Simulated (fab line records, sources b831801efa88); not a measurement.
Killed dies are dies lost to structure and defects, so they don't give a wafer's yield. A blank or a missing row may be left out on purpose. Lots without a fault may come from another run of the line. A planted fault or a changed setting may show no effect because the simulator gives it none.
Problem report in the 8D (eight disciplines) form, filled by code | flow sky130 | the parts of the form that need people (team, actions taken, sign-off) are left out

1. THE PROBLEM
SONOS_ONO_CVD_04_THK at SKY_SONOS_ONO_THK_MEAS_05 reads a mean of 6.62 nm on 9 wafers of 3 lots; wafers without a fault read 5.72 nm with a standard deviation of 0.14. That is +6.4 standard deviations from the usual mean.
First seen on wafer L187.1, day 16 03:26, on film_metro-01. The record holds 36 wafers of 12 lots with a number at this step. Rule for "out", or "out of limits": more than 4 standard deviations from the usual mean. The other wafers with a number count as sound.

2. WHAT IT IS AND WHAT IT IS NOT
question                    | is                           | is not
which readings at this step | SONOS_ONO_CVD_04_THK         | -
which lots                  | L187, L188, L189             | L173, L175, L177, L178, L179, L180, L182, L184, L185
which wafers of those lots  | all that have a number       | -
read on which gauges        | film_metro-01, film_metro-04 | film_metro-03
when                        | from day 16 03:26            | up to then (27 sound wafers)

3. SUSPECTS, AND WHAT RULES EACH OUT
Counting: a tool at a process step up to the reading stays a suspect if it ran every lot that is out and no sound lot after the first of them.
- the gauge at SKY_SONOS_ONO_THK_MEAS_05: ruled out. The wafers that are out were read on 2 gauges (film_metro-01, film_metro-04).
- plasma_asher-03 at SKY_VT_ADJUST_PCH_STRIP_09 (strips in O2/N2): kept. It ran every lot that is out, first L187 (day 14 16:47), and no sound lot after that; its last sound lot up to then is L177 (day 11 15:51).
- lpcvd-03 at SKY_SONOS_ONO_CVD_04 (deposits SiO2 from SiH4/N2O, target thk 5.7199 nm): kept. It ran every lot that is out, first L187 (day 16 02:11), and no sound lot after that; its last sound lot up to then is L185 (day 15 17:11).
Left after counting: plasma_asher-03 at SKY_VT_ADJUST_PCH_STRIP_09, lpcvd-03 at SKY_SONOS_ONO_CVD_04.

4. THE CAUSE (what the simulator had put in)
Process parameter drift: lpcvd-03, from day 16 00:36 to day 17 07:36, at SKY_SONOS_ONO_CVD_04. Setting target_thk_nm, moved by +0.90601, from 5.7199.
Counting left 2 suspects, and this tool is among them.

5. THE CHAIN OF EFFECTS, in route order
Each row: a reading whose mean over the struck wafers that have a number lies more than 3 standard deviations from the usual. Only readings for which the record gives a usual standard deviation are gone through. hours: the time from each lot's start at the first step in this table that gives one to its start at this step, as a median over the lots. sigmas: the change in usual standard deviations.
hours | step                      | reading              | usual   | on struck wafers | change | sigmas
0     | SKY_SONOS_ONO_THK_MEAS_05 | SONOS_ONO_CVD_04_THK | 5.72 nm | 6.62             | +0.90  | +6.4

6. WHAT WOULD HAVE CAUGHT IT SOONER
In this record the first reading out of limits at a measuring or inspecting step was taken at day 16 03:26, 3 hours after the fault began at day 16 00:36.
Of the tool readings at SKY_SONOS_ONO_CVD_04 for which the record gives a usual standard deviation, none was out on any struck wafer, so an alarm limit of 4 standard deviations on them would not have fired.
Of the lots that are out (3), L188, L189 began SKY_SONOS_ONO_CVD_04 on lpcvd-03 after day 16 03:26. A hold on the tool at that time would have spared those 2.
